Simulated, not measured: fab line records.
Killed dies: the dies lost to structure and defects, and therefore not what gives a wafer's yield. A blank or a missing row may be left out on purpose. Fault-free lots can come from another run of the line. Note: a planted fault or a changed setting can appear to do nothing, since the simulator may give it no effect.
fab line records :: flow sky130
[record]
  lots = 14
  wafers = 42
  lastDay = 50
route steps=708 shown METAL2@501 PAD_OPEN@708
lots untouched by any fault: they come from a run of this same line in which no faults occurred
startH: hours from the record's first day to the start of the lot's first wafer shown :: waitH: hours elapsed since this lot's preceding step :: " identical to the entry in the row above :: L1.1+2: one row covering several wafers at once :: - no value present, or no start provided :: * or withheld: withheld :: < > ~ a bound
route shown NAME@n: a module of which the file shows steps, and the number in the route of the first :: usual: mean/standard deviation of fault-free wafers :: same: alike in all rows :: chamber/n: place in a boat :: sites: the reading at each site :: _std_site: standard deviation of those values :: _edge_site: mean of outer sites minus mean of inner sites :: radiusMm: how far each site lies from the wafer's centre :: mask NAME#n: copy n :: behind: the tool/chamber that last shaped the wafer :: hold: the reason the lot was held/the length of the hold in hours/how it ended :: device: names the non-switching transistor (n, p or np) :: end of line: at the end of the route, the tests of the same wafers :: step lacking rows: just its recipe :: killed: the dies lost at the first sort to structure and to defects; this is not the yield of the wafer :: map: dies across one wafer; x = killed, . = not, _ = none there
set.NAME: the setting the step ran with; set.NAME@STEP: the setting that earlier step ran with :: model.NAME: the simulator's own value behind a step, which no gauge read
steps of the route over a sample of lots; a table a step, a row a wafer
services: when a tool's chamber went out of use (startH, in hours from the record's first day, below 0 if earlier), for how many hours, and the reason
[[steps]]
[step SKY_METAL2_ETCH_18]
[recipe]
  chemistry = N2/H2
  target = BARC
  ionEnergyEv = 200
  biasW = 100
  pressureMtorr = 30
  n2FlowSccm = 100
  h2FlowSccm = 200
  icpW = 500
  stopOn = SiO2
  timeS = 45.9
  targetDepthA = 600
[usual]
  drypumpMotorCurrentA = 5.7/0.33
  oesProductAu = 0.854/0.0049
  throttleValvePct = 13.225/0.0087
lot.wafer: L685.3
tool: rieMetal-03
chamber: 0
startH: 835.45
waitH: 0.0
drypumpMotorCurrentA: 5.9
oesProductAu: 0.858
rfHoursCounterH: -
throttleValvePct: 13.218

lot.wafer: L685.4
tool: rieMetal-03
chamber: 1
startH: 835.45
waitH: 0.0
drypumpMotorCurrentA: 5.7
oesProductAu: 0.852
rfHoursCounterH: -
throttleValvePct: 13.225

lot.wafer: L685.5
tool: rieMetal-03
chamber: 0
startH: 835.45
waitH: 0.0
drypumpMotorCurrentA: 5.9
oesProductAu: 0.855
rfHoursCounterH: -
throttleValvePct: 13.240

lot.wafer: L683.2
tool: rieMetal-04
chamber: 1
startH: 837.11
waitH: 0.0
drypumpMotorCurrentA: 5.7
oesProductAu: 0.856
rfHoursCounterH: 15
throttleValvePct: 13.228

lot.wafer: L683.3
tool: rieMetal-04
chamber: 1
startH: 837.11
waitH: 0.0
drypumpMotorCurrentA: 5.7
oesProductAu: 0.854
rfHoursCounterH: -
throttleValvePct: 13.224

lot.wafer: L683.6
tool: rieMetal-04
chamber: 0
startH: 837.11
waitH: 0.0
drypumpMotorCurrentA: 5.9
oesProductAu: 0.856
rfHoursCounterH: -
throttleValvePct: 13.235

lot.wafer: L688.1
tool: rieMetal-01
chamber: 1
startH: 860.87
waitH: 0.0
drypumpMotorCurrentA: 5.0
oesProductAu: 0.854
rfHoursCounterH: 3
throttleValvePct: 13.222

lot.wafer: L688.2
tool: rieMetal-01
chamber: 0
startH: 860.87
waitH: 0.0
drypumpMotorCurrentA: 5.9
oesProductAu: 0.861
rfHoursCounterH: 16
throttleValvePct: 13.228

lot.wafer: L688.3
tool: rieMetal-01
chamber: 0
startH: 860.87
waitH: 0.0
drypumpMotorCurrentA: 5.9
oesProductAu: 0.859
rfHoursCounterH: -
throttleValvePct: 13.232

lot.wafer: L686.1
tool: rieMetal-03
chamber: 1
startH: 861.78
waitH: 0.0
drypumpMotorCurrentA: 5.7
oesProductAu: 0.849
rfHoursCounterH: 4
throttleValvePct: 13.238

lot.wafer: L686.3
tool: rieMetal-03
chamber: 0
startH: 861.78
waitH: 0.0
drypumpMotorCurrentA: 5.9
oesProductAu: 0.860
rfHoursCounterH: -
throttleValvePct: 13.229

lot.wafer: L686.6
tool: rieMetal-03
chamber: 1
startH: 861.78
waitH: 0.0
drypumpMotorCurrentA: 5.7
oesProductAu: 0.856
rfHoursCounterH: -
throttleValvePct: 13.232

lot.wafer: L687.1
tool: rieMetal-04
chamber: 0
startH: 862.96
waitH: 0.0
drypumpMotorCurrentA: 5.9
oesProductAu: 0.853
rfHoursCounterH: 8
throttleValvePct: 13.217

lot.wafer: L687.4
tool: rieMetal-04
chamber: 0
startH: 862.96
waitH: 0.0
drypumpMotorCurrentA: 5.9
oesProductAu: 0.851
rfHoursCounterH: -
throttleValvePct: 13.230

lot.wafer: L687.6
tool: rieMetal-04
chamber: 1
startH: 862.96
waitH: 0.0
drypumpMotorCurrentA: 5.7
oesProductAu: 0.854
rfHoursCounterH: -
throttleValvePct: 13.244

lot.wafer: L690.1
tool: rieMetal-04
chamber: 0
startH: 891.81
waitH: 0.0
drypumpMotorCurrentA: 5.9
oesProductAu: 0.858
rfHoursCounterH: 9
throttleValvePct: 13.220

lot.wafer: L690.3
tool: rieMetal-04
chamber: 1
startH: 891.81
waitH: 0.0
drypumpMotorCurrentA: 5.7
oesProductAu: 0.850
rfHoursCounterH: -
throttleValvePct: 13.239

lot.wafer: L690.5
tool: rieMetal-04
chamber: 0
startH: 891.81
waitH: 0.0
drypumpMotorCurrentA: 5.9
oesProductAu: 0.846
rfHoursCounterH: -
throttleValvePct: 13.225

lot.wafer: L689.1
tool: rieMetal-01
chamber: 1
startH: 892.16
waitH: 0.0
drypumpMotorCurrentA: 5.0
oesProductAu: 0.857
rfHoursCounterH: 5
throttleValvePct: 13.217

lot.wafer: L689.3
tool: rieMetal-01
chamber: 0
startH: 892.16
waitH: 0.0
drypumpMotorCurrentA: 5.9
oesProductAu: 0.853
rfHoursCounterH: -
throttleValvePct: 13.218

lot.wafer: L689.6
tool: rieMetal-01
chamber: 1
startH: 892.16
waitH: 0.0
drypumpMotorCurrentA: 5.0
oesProductAu: 0.847
rfHoursCounterH: -
throttleValvePct: 13.218

lot.wafer: L692.1
tool: rieMetal-01
chamber: 1
startH: 906.49
waitH: 0.1
drypumpMotorCurrentA: 5.0
oesProductAu: 0.854
rfHoursCounterH: 5
throttleValvePct: 13.227

lot.wafer: L692.5
tool: rieMetal-01
chamber: 1
startH: 906.49
waitH: 0.1
drypumpMotorCurrentA: 5.0
oesProductAu: 0.864
rfHoursCounterH: -
throttleValvePct: 13.231

lot.wafer: L692.6
tool: rieMetal-01
chamber: 1
startH: 906.49
waitH: 0.1
drypumpMotorCurrentA: 5.0
oesProductAu: 0.857
rfHoursCounterH: -
throttleValvePct: 13.223

lot.wafer: L693.1
tool: rieMetal-04
chamber: 0
startH: 917.11
waitH: 0.1
drypumpMotorCurrentA: 5.9
oesProductAu: 0.849
rfHoursCounterH: 11
throttleValvePct: 13.244

lot.wafer: L693.2
tool: rieMetal-04
chamber: 0
startH: 917.11
waitH: 0.1
drypumpMotorCurrentA: 5.9
oesProductAu: 0.850
rfHoursCounterH: -
throttleValvePct: 13.230

lot.wafer: L693.6
tool: rieMetal-04
chamber: 0
startH: 917.11
waitH: 0.1
drypumpMotorCurrentA: 5.9
oesProductAu: 0.847
rfHoursCounterH: -
throttleValvePct: 13.220

lot.wafer: L695.1
tool: rieMetal-04
chamber: 0
startH: 917.64
waitH: 0.1
drypumpMotorCurrentA: 5.9
oesProductAu: 0.855
rfHoursCounterH: 11
throttleValvePct: 13.227

lot.wafer: L695.2
tool: rieMetal-04
chamber: 0
startH: 917.64
waitH: 0.1
drypumpMotorCurrentA: 5.9
oesProductAu: 0.851
rfHoursCounterH: -
throttleValvePct: 13.218

lot.wafer: L695.6
tool: rieMetal-04
chamber: 0
startH: 917.64
waitH: 0.1
drypumpMotorCurrentA: 5.9
oesProductAu: 0.858
rfHoursCounterH: -
throttleValvePct: 13.206

lot.wafer: L702.2
tool: rieMetal-01
chamber: 0
startH: 960.73
waitH: 0.0
drypumpMotorCurrentA: 5.9
oesProductAu: 0.855
rfHoursCounterH: 1
throttleValvePct: 13.212

lot.wafer: L702.4
tool: rieMetal-01
chamber: 0
startH: 960.73
waitH: 0.0
drypumpMotorCurrentA: 5.9
oesProductAu: 0.856
rfHoursCounterH: -
throttleValvePct: 13.219

lot.wafer: L702.6
tool: rieMetal-01
chamber: 0
startH: 960.73
waitH: 0.0
drypumpMotorCurrentA: 5.9
oesProductAu: 0.860
rfHoursCounterH: -
throttleValvePct: 13.237

lot.wafer: L703.1
tool: rieMetal-03
chamber: 1
startH: 969.67
waitH: 0.0
drypumpMotorCurrentA: 5.7
oesProductAu: 0.854
rfHoursCounterH: 9
throttleValvePct: 13.226

lot.wafer: L703.4
tool: rieMetal-03
chamber: 1
startH: 969.67
waitH: 0.0
drypumpMotorCurrentA: 5.6
oesProductAu: 0.850
rfHoursCounterH: -
throttleValvePct: 13.232

lot.wafer: L703.5
tool: rieMetal-03
chamber: 0
startH: 969.67
waitH: 0.0
drypumpMotorCurrentA: 5.9
oesProductAu: 0.845
rfHoursCounterH: -
throttleValvePct: 13.232

lot.wafer: L704.2
tool: rieMetal-03
chamber: 0
startH: 977.43
waitH: 0.0
drypumpMotorCurrentA: 5.9
oesProductAu: 0.847
rfHoursCounterH: 3
throttleValvePct: 13.228

lot.wafer: L704.3
tool: rieMetal-03
chamber: 1
startH: 977.43
waitH: 0.0
drypumpMotorCurrentA: 5.6
oesProductAu: 0.853
rfHoursCounterH: -
throttleValvePct: 13.216

lot.wafer: L704.6
tool: rieMetal-03
chamber: 1
startH: 977.43
waitH: 0.0
drypumpMotorCurrentA: 5.6
oesProductAu: 0.860
rfHoursCounterH: -
throttleValvePct: 13.246

lot.wafer: L705.3
tool: rieMetal-01
chamber: 0
startH: 985.23
waitH: 0.0
drypumpMotorCurrentA: 5.9
oesProductAu: 0.851
rfHoursCounterH: -
throttleValvePct: 13.228

lot.wafer: L705.4
tool: rieMetal-01
chamber: 1
startH: 985.23
waitH: 0.0
drypumpMotorCurrentA: 5.0
oesProductAu: 0.855
rfHoursCounterH: -
throttleValvePct: 13.225

lot.wafer: L705.5
tool: rieMetal-01
chamber: 1
startH: 985.23
waitH: 0.0
drypumpMotorCurrentA: 5.0
oesProductAu: 0.853
rfHoursCounterH: -
throttleValvePct: 13.220
[step SKY_PAD_OPEN_PROBE_99]
[usual]
  defectLimitedYield = 82.5/2
  killed_at_M0_to_M3 = 44/7.7
  killed_at_M4_up = 3.0/1.9
  killedAtContacts = 25/5.6
  killedAtFrontEnd = 15/4.6
  killedAtOther = 0.3/0.47
  killedDies = 86/9.9
  killedOpen = 47/7.4
  killedShort = 39/5.9
  sort_bin_3_pad_short = 0.8/0.37
  sort_bin_5_function = 10.4/1.5
  sort_bin_6_memory = 6.3/1
  sortNPass = 406/9.9
  sortYieldPct = 82.5/2
[same]
  grossDies = 492
  killedAtBackSide = 0
  sort_bin_4_leakage[%] = 0
  sort_bin_8_speed[%] = 0
lot.wafer: L690.1
tool: prober-02
chamber: -
startH: 1133.05
waitH: 0.1
hold: -
defectLimitedYield[%]: 85.2
killed_at_M0_to_M3: 33
killed_at_M4_up: 4
killedAtContacts: 27
killedAtFrontEnd: 9
killedAtOther: 0
killedDies: 73
killedOpen: 37
killedShort: 36
sort_bin_3_pad_short[%]: 1.2
sort_bin_5_function[%]: 6.9
sort_bin_6_memory[%]: 6.7
sortNPass: 419
sortYieldPct[%]: 85.2

lot.wafer: L690.3
tool: prober-02
chamber: -
startH: 1133.15
waitH: 0.2
hold: -
defectLimitedYield[%]: 84.8
killed_at_M0_to_M3: 37
killed_at_M4_up: 2
killedAtContacts: 23
killedAtFrontEnd: 13
killedAtOther: 0
killedDies: 75
killedOpen: 37
killedShort: 38
sort_bin_3_pad_short[%]: 1.0
sort_bin_5_function[%]: 9.3
sort_bin_6_memory[%]: 4.9
sortNPass: 417
sortYieldPct[%]: 84.8

lot.wafer: L690.5
tool: prober-02
chamber: -
startH: 1133.25
waitH: 0.2
hold: -
defectLimitedYield[%]: 85.2
killed_at_M0_to_M3: 42
killed_at_M4_up: 2
killedAtContacts: 20
killedAtFrontEnd: 9
killedAtOther: 0
killedDies: 73
killedOpen: 36
killedShort: 37
sort_bin_3_pad_short[%]: 0.8
sort_bin_5_function[%]: 8.9
sort_bin_6_memory[%]: 5.1
sortNPass: 419
sortYieldPct[%]: 85.2

lot.wafer: L692.1
tool: prober-02
chamber: -
startH: 1143.96
waitH: 0.1
hold: -
defectLimitedYield[%]: 79.5
killed_at_M0_to_M3: 56
killed_at_M4_up: 6
killedAtContacts: 18
killedAtFrontEnd: 21
killedAtOther: 0
killedDies: 101
killedOpen: 65
killedShort: 36
sort_bin_3_pad_short[%]: 0.6
sort_bin_5_function[%]: 11.4
sort_bin_6_memory[%]: 8.5
sortNPass: 391
sortYieldPct[%]: 79.5

lot.wafer: L692.5
tool: prober-02
chamber: -
startH: 1144.16
waitH: 0.2
hold: -
defectLimitedYield[%]: 80.3
killed_at_M0_to_M3: 54
killed_at_M4_up: 3
killedAtContacts: 23
killedAtFrontEnd: 16
killedAtOther: 1
killedDies: 97
killedOpen: 55
killedShort: 42
sort_bin_3_pad_short[%]: 1.0
sort_bin_5_function[%]: 11.2
sort_bin_6_memory[%]: 7.5
sortNPass: 395
sortYieldPct[%]: 80.3

lot.wafer: L692.6
tool: prober-02
chamber: -
startH: 1144.21
waitH: 0.2
hold: -
defectLimitedYield[%]: 83.3
killed_at_M0_to_M3: 53
killed_at_M4_up: 0
killedAtContacts: 17
killedAtFrontEnd: 12
killedAtOther: 0
killedDies: 82
killedOpen: 38
killedShort: 44
sort_bin_3_pad_short[%]: 0.6
sort_bin_5_function[%]: 10.6
sort_bin_6_memory[%]: 5.5
sortNPass: 410
sortYieldPct[%]: 83.3

lot.wafer: L693.1
tool: prober-01
chamber: -
startH: 1151.86
waitH: 0.1
hold: awaitDispo/4.3h/release
defectLimitedYield[%]: 76.6
killed_at_M0_to_M3: 83
killed_at_M4_up: 3
killedAtContacts: 20
killedAtFrontEnd: 9
killedAtOther: 0
killedDies: 115
killedOpen: 42
killedShort: 22
sort_bin_3_pad_short[%]: 1.4
sort_bin_5_function[%]: 15.0
sort_bin_6_memory[%]: 6.9
sortNPass: 377
sortYieldPct[%]: 76.6

lot.wafer: L693.2
tool: prober-01
chamber: -
startH: 1151.91
waitH: 0.1
hold: awaitDispo/4.3h/release
defectLimitedYield[%]: 78.0
killed_at_M0_to_M3: 69
killed_at_M4_up: 5
killedAtContacts: 23
killedAtFrontEnd: 11
killedAtOther: 0
killedDies: 108
killedOpen: 32
killedShort: 35
sort_bin_3_pad_short[%]: 2.8
sort_bin_5_function[%]: 12.8
sort_bin_6_memory[%]: 6.3
sortNPass: 384
sortYieldPct[%]: 78.0

lot.wafer: L693.6
tool: prober-01
chamber: -
startH: 1152.11
waitH: 0.2
hold: awaitDispo/4.3h/release
defectLimitedYield[%]: 78.7
killed_at_M0_to_M3: 73
killed_at_M4_up: 3
killedAtContacts: 15
killedAtFrontEnd: 14
killedAtOther: 0
killedDies: 105
killedOpen: 35
killedShort: 35
sort_bin_3_pad_short[%]: 1.4
sort_bin_5_function[%]: 14.2
sort_bin_6_memory[%]: 5.7
sortNPass: 387
sortYieldPct[%]: 78.7

lot.wafer: L695.1
tool: prober-01
chamber: -
startH: 1153.56
waitH: 0.1
hold: awaitDispo/2.8h/release
defectLimitedYield[%]: 71.3
killed_at_M0_to_M3: 92
killed_at_M4_up: 1
killedAtContacts: 29
killedAtFrontEnd: 18
killedAtOther: 1
killedDies: 141
killedOpen: 52
killedShort: 39
sort_bin_3_pad_short[%]: 3.5
sort_bin_5_function[%]: 17.7
sort_bin_6_memory[%]: 7.5
sortNPass: 351
sortYieldPct[%]: 71.3

lot.wafer: L695.2
tool: prober-01
chamber: -
startH: 1153.61
waitH: 0.1
hold: awaitDispo/2.8h/release
defectLimitedYield[%]: 71.7
killed_at_M0_to_M3: 89
killed_at_M4_up: 4
killedAtContacts: 23
killedAtFrontEnd: 23
killedAtOther: 0
killedDies: 139
killedOpen: 57
killedShort: 38
sort_bin_3_pad_short[%]: 1.2
sort_bin_5_function[%]: 18.1
sort_bin_6_memory[%]: 8.9
sortNPass: 353
sortYieldPct[%]: 71.7

lot.wafer: L695.6
tool: prober-01
chamber: -
startH: 1153.81
waitH: 0.2
hold: awaitDispo/2.8h/release
defectLimitedYield[%]: 74.8
killed_at_M0_to_M3: 75
killed_at_M4_up: 3
killedAtContacts: 24
killedAtFrontEnd: 22
killedAtOther: 0
killedDies: 124
killedOpen: 47
killedShort: 33
sort_bin_3_pad_short[%]: 1.2
sort_bin_5_function[%]: 16.1
sort_bin_6_memory[%]: 7.9
sortNPass: 368
sortYieldPct[%]: 74.8

lot.wafer: L703.1
tool: prober-02
chamber: -
startH: 1189.91
waitH: 0.1
hold: -
defectLimitedYield[%]: 83.5
killed_at_M0_to_M3: 41
killed_at_M4_up: 6
killedAtContacts: 25
killedAtFrontEnd: 9
killedAtOther: 0
killedDies: 81
killedOpen: 49
killedShort: 32
sort_bin_3_pad_short[%]: 0.4
sort_bin_5_function[%]: 10.6
sort_bin_6_memory[%]: 5.5
sortNPass: 411
sortYieldPct[%]: 83.5

lot.wafer: L703.4
tool: prober-02
chamber: -
startH: 1190.06
waitH: 0.2
hold: -
defectLimitedYield[%]: 85.0
killed_at_M0_to_M3: 28
killed_at_M4_up: 3
killedAtContacts: 23
killedAtFrontEnd: 20
killedAtOther: 0
killedDies: 74
killedOpen: 40
killedShort: 30
sort_bin_3_pad_short[%]: 0.8
sort_bin_5_function[%]: 8.7
sort_bin_6_memory[%]: 5.5
sortNPass: 418
sortYieldPct[%]: 85.0

lot.wafer: L703.5
tool: prober-02
chamber: -
startH: 1190.11
waitH: 0.2
hold: -
defectLimitedYield[%]: 84.1
killed_at_M0_to_M3: 40
killed_at_M4_up: 1
killedAtContacts: 24
killedAtFrontEnd: 11
killedAtOther: 2
killedDies: 78
killedOpen: 37
killedShort: 41
sort_bin_3_pad_short[%]: 0.4
sort_bin_5_function[%]: 10.4
sort_bin_6_memory[%]: 5.1
sortNPass: 414
sortYieldPct[%]: 84.1

lot.wafer: L704.2
tool: prober-01
chamber: -
startH: 1195.17
waitH: 0.1
hold: -
defectLimitedYield[%]: 85.2
killed_at_M0_to_M3: 37
killed_at_M4_up: 2
killedAtContacts: 26
killedAtFrontEnd: 7
killedAtOther: 1
killedDies: 73
killedOpen: 42
killedShort: 31
sort_bin_3_pad_short[%]: 0.6
sort_bin_5_function[%]: 9.3
sort_bin_6_memory[%]: 4.9
sortNPass: 419
sortYieldPct[%]: 85.2

lot.wafer: L704.3
tool: prober-01
chamber: -
startH: 1195.22
waitH: 0.2
hold: -
defectLimitedYield[%]: 81.5
killed_at_M0_to_M3: 51
killed_at_M4_up: 1
killedAtContacts: 22
killedAtFrontEnd: 17
killedAtOther: 0
killedDies: 91
killedOpen: 50
killedShort: 41
sort_bin_3_pad_short[%]: 0.6
sort_bin_5_function[%]: 10.0
sort_bin_6_memory[%]: 7.9
sortNPass: 401
sortYieldPct[%]: 81.5

lot.wafer: L704.6
tool: prober-01
chamber: -
startH: 1195.37
waitH: 0.2
hold: -
defectLimitedYield[%]: 83.3
killed_at_M0_to_M3: 37
killed_at_M4_up: 6
killedAtContacts: 26
killedAtFrontEnd: 13
killedAtOther: 0
killedDies: 82
killedOpen: 49
killedShort: 33
sort_bin_3_pad_short[%]: 0.6
sort_bin_5_function[%]: 9.8
sort_bin_6_memory[%]: 6.3
sortNPass: 410
sortYieldPct[%]: 83.3

lot.wafer: L705.3
tool: prober-02
chamber: -
startH: 1199.17
waitH: 0.2
hold: -
defectLimitedYield[%]: 84.3
killed_at_M0_to_M3: 48
killed_at_M4_up: 0
killedAtContacts: 13
killedAtFrontEnd: 16
killedAtOther: 0
killedDies: 77
killedOpen: 38
killedShort: 39
sort_bin_3_pad_short[%]: 0.8
sort_bin_5_function[%]: 8.7
sort_bin_6_memory[%]: 6.1
sortNPass: 415
sortYieldPct[%]: 84.3

lot.wafer: L705.4
tool: prober-02
chamber: -
startH: 1199.22
waitH: 0.2
hold: -
defectLimitedYield[%]: 80.9
killed_at_M0_to_M3: 58
killed_at_M4_up: 2
killedAtContacts: 17
killedAtFrontEnd: 16
killedAtOther: 1
killedDies: 94
killedOpen: 56
killedShort: 38
sort_bin_3_pad_short[%]: 0.8
sort_bin_5_function[%]: 12.2
sort_bin_6_memory[%]: 6.1
sortNPass: 398
sortYieldPct[%]: 80.9

lot.wafer: L705.5
tool: prober-02
chamber: -
startH: 1199.27
waitH: 0.2
hold: -
defectLimitedYield[%]: 85.0
killed_at_M0_to_M3: 38
killed_at_M4_up: 1
killedAtContacts: 17
killedAtFrontEnd: 18
killedAtOther: 0
killedDies: 74
killedOpen: 39
killedShort: 35
sort_bin_3_pad_short[%]: 1.0
sort_bin_5_function[%]: 8.1
sort_bin_6_memory[%]: 5.9
sortNPass: 418
sortYieldPct[%]: 85.0
// killed by level:class
L690.1 CONTACT:geometricParticle:open=11 VIA1:geometricParticle:open=9 LOCAL_INTERCONNECT:geometricParticle:short=7 LI_CONTACT:geometricParticle:open=6 VIA2:geometricParticle:open=6 METAL2:geometricParticle:short=6 FIELD_ISO:geometricParticle:open=4 METAL4:geometricParticle:short=4
L690.3 CONTACT:geometricParticle:open=9 METAL1:geometricParticle:short=6 VIA1:geometricParticle:open=6 FIELD_ISO:geometricParticle:short=5 LI_CONTACT:geometricParticle:open=5 LI_CONTACT:geometricParticle:short=4 VIA1:geometricParticle:short=4 VIA3:geometricParticle:short=4
L690.5 VIA1:geometricParticle:short=9 LI_CONTACT:geometricParticle:open=7 METAL1:geometricParticle:short=7 CONTACT:geometricParticle:open=6 VIA1:geometricParticle:open=5 METAL2:geometricParticle:short=5 FIELD_ISO:geometricParticle:open=3 POLY_GATE:geometricParticle:open=3
L692.1 VIA1:geometricParticle:open=13 VIA2:geometricParticle:open=10 CONTACT:geometricParticle:open=9 METAL1:geometricParticle:short=7 VIA3:geometricParticle:open=7 POLY_GATE:geometricParticle:open=6 VIA1:geometricParticle:short=6 METAL2:geometricParticle:short=6
L692.5 VIA1:geometricParticle:open=15 CONTACT:geometricParticle:open=11 VIA2:geometricParticle:open=8 FIELD_ISO:geometricParticle:short=6 METAL1:geometricParticle:short=6 FIELD_ISO:geometricParticle:open=5 VIA1:geometricParticle:short=5 METAL2:geometricParticle:short=5
L692.6 METAL1:geometricParticle:short=9 VIA1:geometricParticle:open=8 CONTACT:geometricParticle:open=7 LI_CONTACT:geometricParticle:open=7 VIA3:geometricParticle:open=7 VIA3:geometricParticle:short=6 VIA2:geometricParticle:open=5 METAL3:geometricParticle:short=5
L693.1 METAL2:unspecified=51 VIA1:geometricParticle:open=10 LI_CONTACT:geometricParticle:open=8 CONTACT:geometricParticle:open=6 FIELD_ISO:geometricParticle:open=5 VIA3:geometricParticle:open=5 VIA2:geometricParticle:open=4 LI_CONTACT:geometricParticle:short=3
L693.2 METAL2:unspecified=41 CONTACT:geometricParticle:open=6 CONTACT:geometricParticle:short=5 VIA1:geometricParticle:open=5 FIELD_ISO:geometricParticle:short=4 LI_CONTACT:geometricParticle:open=4 LOCAL_INTERCONNECT:geometricParticle:short=4 VIA2:geometricParticle:open=4
L693.6 METAL2:unspecified=35 METAL2:geometricParticle:short=9 POLY_GATE:geometricParticle:short=5 LOCAL_INTERCONNECT:geometricParticle:short=5 VIA1:geometricParticle:open=5 VIA2:geometricParticle:open=5 VIA3:geometricParticle:open=5 LI_CONTACT:geometricParticle:open=4
L695.1 METAL2:unspecified=50 CONTACT:geometricParticle:open=13 VIA1:geometricParticle:open=12 METAL1:geometricParticle:short=8 VIA3:geometricParticle:open=7 LI_CONTACT:geometricParticle:open=6 POLY_GATE:geometricParticle:short=5 FIELD_ISO:geometricParticle:open=4
L695.2 METAL2:unspecified=44 VIA1:geometricParticle:open=14 CONTACT:geometricParticle:open=9 VIA3:geometricParticle:open=8 METAL1:geometricParticle:short=7 FIELD_ISO:geometricParticle:short=5 VIA2:geometricParticle:open=5 POLY_GATE:geometricParticle:open=5
L695.6 METAL2:unspecified=44 CONTACT:geometricParticle:open=9 LI_CONTACT:geometricParticle:open=8 VIA1:geometricParticle:open=7 FIELD_ISO:geometricParticle:short=6 POLY_GATE:geometricParticle:open=6 METAL2:geometricParticle:short=6 VIA3:geometricParticle:open=5
L703.1 VIA1:geometricParticle:open=13 LI_CONTACT:geometricParticle:open=9 VIA2:geometricParticle:open=8 CONTACT:geometricParticle:short=6 CONTACT:geometricParticle:open=5 VIA3:geometricParticle:open=5 METAL2:geometricParticle:short=4 METAL4:geometricParticle:short=4
L703.4 CONTACT:geometricParticle:open=12 VIA2:geometricParticle:open=7 FIELD_ISO:geometricParticle:open=5 FIELD_ISO:geometricParticle:short=4 CONTACT:geometricParticle:short=4 POLY_GATE:areaEtch=4 METAL2:geometricParticle:open=3 SPACER:geometricParticle:short=3
L703.5 VIA3:geometricParticle:open=8 VIA1:geometricParticle:open=7 METAL2:geometricParticle:short=7 LI_CONTACT:geometricParticle:short=6 CONTACT:geometricParticle:short=6 FIELD_ISO:geometricParticle:open=5 LI_CONTACT:geometricParticle:open=5 VIA2:geometricParticle:short=5
L704.2 LI_CONTACT:geometricParticle:open=11 VIA1:geometricParticle:open=9 CONTACT:geometricParticle:open=6 CONTACT:geometricParticle:short=5 VIA1:geometricParticle:short=5 VIA2:geometricParticle:short=4 VIA2:geometricParticle:open=4 FIELD_ISO:geometricParticle:open=3
L704.3 LI_CONTACT:geometricParticle:open=9 VIA1:geometricParticle:open=9 VIA2:geometricParticle:open=7 FIELD_ISO:geometricParticle:short=6 CONTACT:geometricParticle:open=6 VIA3:geometricParticle:short=6 POLY_GATE:geometricParticle:open=5 METAL1:geometricParticle:short=5
L704.6 VIA1:geometricParticle:open=10 VIA2:geometricParticle:open=8 CONTACT:geometricParticle:short=7 CONTACT:geometricParticle:open=7 LI_CONTACT:geometricParticle:open=5 METAL4:geometricParticle:short=5 FIELD_ISO:geometricParticle:open=4 LI_CONTACT:geometricParticle:short=4
L705.3 VIA1:geometricParticle:open=13 METAL1:geometricParticle:short=6 METAL2:geometricParticle:short=6 FIELD_ISO:geometricParticle:short=5 CONTACT:geometricParticle:open=5 VIA2:geometricParticle:open=4 METAL3:geometricParticle:short=4 VIA2:geometricParticle:short=3
L705.4 VIA1:geometricParticle:open=15 VIA1:geometricParticle:short=10 CONTACT:geometricParticle:open=9 VIA2:geometricParticle:open=8 FIELD_ISO:geometricParticle:open=6 METAL2:geometricParticle:open=6 POLY_GATE:geometricParticle:open=5 METAL2:geometricParticle:short=5
L705.5 VIA1:geometricParticle:open=10 METAL2:geometricParticle:short=6 VIA2:geometricParticle:open=5 FIELD_ISO:geometricParticle:short=4 FIELD_ISO:geometricParticle:open=4 VIA1:geometricParticle:short=4 LI_CONTACT:geometricParticle:open=4 CONTACT:geometricParticle:open=4
[[services]]
tool: rieMetal-01
chamber: 1
startH: 828.53
hours: 4.4
kind: repair

tool: rieMetal-01
chamber: 1
startH: 844.19
hours: 2.4
kind: repair

tool: rieMetal-03
chamber: -
startH: 870.39
hours: 2.8
kind: pm

tool: rieMetal-03
chamber: 0
startH: 895.96
hours: -
kind: clean

tool: rieMetal-03
chamber: 0
startH: 895.96
hours: 18.7
kind: scheduledDown

tool: rieMetal-03
chamber: 0
startH: 895.96
hours: 18.7
kind: ventCycle

tool: rieMetal-01
chamber: 0
startH: 904.23
hours: -
kind: clean

tool: rieMetal-01
chamber: 0
startH: 904.23
hours: 21.7
kind: scheduledDown

tool: rieMetal-01
chamber: 0
startH: 904.23
hours: 21.7
kind: ventCycle

tool: rieMetal-04
chamber: 1
startH: 913.27
hours: -
kind: clean

tool: rieMetal-04
chamber: 1
startH: 913.27
hours: 21.2
kind: scheduledDown

tool: rieMetal-04
chamber: 1
startH: 913.27
hours: 21.2
kind: ventCycle
[[key]]
[firstSign]
  step = SKY_PAD_OPEN_PROBE_99
  reading = killed_at_M0_to_M3
  direction = up
  sigmas = 4.7
  usual = 44
  struck = 80
[effect]
  step = SKY_PAD_OPEN_PROBE_99
  reading = killedDies
  direction = up
  sigmas = 3.6
  usual = 86
  struck = 122
metAt SKY_METAL2_ETCH_18
struckLots L693,L695
struckWafers L693.1,L693.2,L693.6,L695.1,L695.2,L695.6
onsetBetween 891.81 917.11
[fault]
  kind = chamberParticleSource
  tool = rieMetal-04
  chamber = 0
  onsetH = 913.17
  steps = SKY_METAL2_ETCH_18
  ratePerVisitCm2 = 0.43214
  endH = 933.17
